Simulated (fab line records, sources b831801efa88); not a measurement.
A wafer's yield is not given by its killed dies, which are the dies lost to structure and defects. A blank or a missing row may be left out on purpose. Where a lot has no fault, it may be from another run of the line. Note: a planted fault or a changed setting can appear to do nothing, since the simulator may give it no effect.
A lot that was struck, set against a sound lot -- flow gf180mcu -- 14 out of 602 route steps
Sound: the wafers L798.1, L798.4, L798.5. The struck wafers were L795.1, L795.3, L795.5. Last of all comes the cause.
For every step that has rows: the tool of each side, followed by ch and its chambers, followed by its first start. Under that, the readings that differ: sound wafers -- struck wafers -- difference of the means -- sigmas: that difference in standard deviations of wafers without a fault.
alike: readings with means less than 2 such deviations apart, plus words and numbers identical on both sides. not compared: withheld readings, readings lacking a value on some wafer, bounds such as >300 that could conceal the same value, and numbers that have no deviation in the record and whose values overlap.
The two part at a step that has a row with sigmas, a row that says differs or no value, or rows on one side only. Numbers that have no deviation but don't overlap get no sigmas and don't part them. Lack of a reading on every wafer of one side parts them only where that side has two or more wafers.

first, 1 step without rows for these wafers: GF_MVSD_DEVELOP_06 (develop time 60 s).
GF_MVSD_OVL_MEAS_07:
  struck on overlay-02, day 8 04:10; sound on overlay-02, day 8 18:50
  alike: MVSD_OVL
then, 2 steps without rows for these wafers: GF_MVSD_IMPLANT_08; GF_MVSD_IMPLANT_09.
GF_MVSD_STRIP_10: strips in O2/N2.
  sound on plasmaAsher-01 ch 0,1, day 8 19:10; struck on plasmaAsher-02 ch 0,1, day 8 04:31
  alike: drypumpMotorCurrentA, heaterPowerW, oesProductAu, stripTimeToEndpointS
  not compared: rfHoursCounterH
GF_MVSD_TW_MEAS_11:
  struck on filmMetro-03, day 8 04:37; sound on filmMetro-03, day 8 19:16
  alike: MVSD_TW
then, 6 steps without rows for these wafers: GF_MVPSD_DEHYDRATE_00 (time 60 s); GF_MVPSD_HMDS_01 (prime time 60 s); GF_MVPSD_COAT_02 (resist thk 3000 nm); GF_MVPSD_SOFTBAKE_03; GF_MVPSD_EXPOSE_04 (exposes mask MVPSD, target cd 1000 nm); GF_MVPSD_PEB_05.
GF_MVPSD_DEVELOP_06: develop time 60 s.
  sound on lithoTrack-01 ch 0, day 9 12:00; struck on lithoTrack-01, day 8 20:00
  no value came back on the struck wafers for chillPlateTempC (C), developTimeS (s); on the sound wafers chillPlateTempC (C) reads 22.93 22.89 22.96
GF_MVPSD_OVL_MEAS_07:
  struck on overlay-02, day 8 21:01; sound on overlay-02, day 9 12:22
reading,sound,struck,difference,sigmas
MVPSD_OVL (nm),0.0 -2.6 -1.0,- - -,no value on the struck wafers,

== WHERE THEY PART ==
First at GF_MVPSD_DEVELOP_06; last, within this record, at GF_MVPSD_OVL_MEAS_07.

WHY: what had been put in by the simulator
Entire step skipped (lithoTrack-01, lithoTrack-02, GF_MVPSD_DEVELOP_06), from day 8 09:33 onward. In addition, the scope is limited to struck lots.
